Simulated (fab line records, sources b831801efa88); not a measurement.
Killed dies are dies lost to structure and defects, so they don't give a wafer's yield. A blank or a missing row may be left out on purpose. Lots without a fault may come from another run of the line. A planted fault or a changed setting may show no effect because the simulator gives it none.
Problem report in the 8D (eight disciplines) form, filled by code | flow sky130 | the parts of the form that need people (team, actions taken, sign-off) are left out

1. THE PROBLEM
LDD_N_TW at SKY_LDD_N_TW_MEAS_17 reads a mean of 2669 on 6 wafers of 2 lots; wafers without a fault read 2592 with a standard deviation of 14. That is +5.5 standard deviations from the usual mean.
First seen on wafer L148.2, day 22 20:22, on film_metro-01. The record holds 33 wafers of 11 lots with a number at this step. Rule for "out", or "out of limits": more than 4 standard deviations from the usual mean. The other wafers with a number count as sound.

2. WHAT IT IS AND WHAT IT IS NOT
question                    | is                           | is not
which readings at this step | LDD_N_TW                     | -
which lots                  | L148, L149                   | L135, L138, L139, L141, L146, L150, L152, L157, L158
which wafers of those lots  | all that have a number       | -
read on which gauges        | film_metro-01, film_metro-03 | film_metro-02
when                        | from day 22 20:22            | up to then (15 sound wafers); but 12 sound wafers of L150, L152, L157, L158 came after

3. SUSPECTS, AND WHAT RULES EACH OUT
Counting: a tool at a process step up to the reading stays a suspect if it ran every lot that is out and no sound lot after the first of them.
- the gauge at SKY_LDD_N_TW_MEAS_17: ruled out. The wafers that are out were read on 2 gauges (film_metro-01, film_metro-03).
- implanter-03 at SKY_LDD_N_IMPLANT_10: kept. It ran every lot that is out, first L148 (day 22 19:23), and no sound lot after that; its last sound lot up to then is L141 (day 20 00:04). Its own readings are out on those wafers: beam_on_s, dose_ions_cm2.
Left after counting: implanter-03 at SKY_LDD_N_IMPLANT_10.

4. THE CAUSE (what the simulator had put in)
Process parameter drift: implanter-03, from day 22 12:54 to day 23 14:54, at SKY_LDD_N_IMPLANT_10. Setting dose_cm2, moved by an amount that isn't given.
Counting left only this tool.

5. THE CHAIN OF EFFECTS, in route order
Each row: a reading whose mean over the struck wafers that have a number lies more than 3 standard deviations from the usual. Only readings for which the record gives a usual standard deviation are gone through. hours: the time from each lot's start at the first step in this table that gives one to its start at this step, as a median over the lots. sigmas: the change in usual standard deviations.
hours | step                 | reading                  | usual     | on struck wafers | change     | sigmas
0     | SKY_LDD_N_IMPLANT_10 | beam_on_s                | 9.98 s    | 15.24            | +5.26      | +25
0     | SKY_LDD_N_IMPLANT_10 | dose_ions_cm2            | 7.501e+13 | 1.258e+14        | +5.080e+13 | +99 or more
0     | SKY_LDD_N_IMPLANT_10 | faraday_current_uA       | 423       | 465              | +42        | +4.8
1     | SKY_LDD_N_STRIP_16   | strip_time_to_endpoint_s | 4.307 s   | 4.434            | +0.127     | +9.8
1     | SKY_LDD_N_TW_MEAS_17 | LDD_N_TW                 | 2592      | 2669             | +77        | +5.5
The process steps in it:
- SKY_LDD_N_IMPLANT_10
- SKY_LDD_N_STRIP_16: strips in O2/N2.
Later measuring or inspecting steps at which every struck wafer that the step has a row for has a number for every such reading, and none has moved that far: SKY_LDD_LDN_TW_MEAS_13.

6. WHAT WOULD HAVE CAUGHT IT SOONER
In this record the first reading out of limits at a measuring or inspecting step was taken at day 22 20:22, 7 hours after the fault began at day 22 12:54.
The tool's own readings at SKY_LDD_N_IMPLANT_10 were out on every struck wafer that the step has a row for (beam_on_s, dose_ions_cm2): an alarm limit on them would have fired on the first of those.
Of the lots that are out (2), L149 began SKY_LDD_N_IMPLANT_10 on implanter-03 after day 22 20:22. A hold on the tool at that time would have spared it.
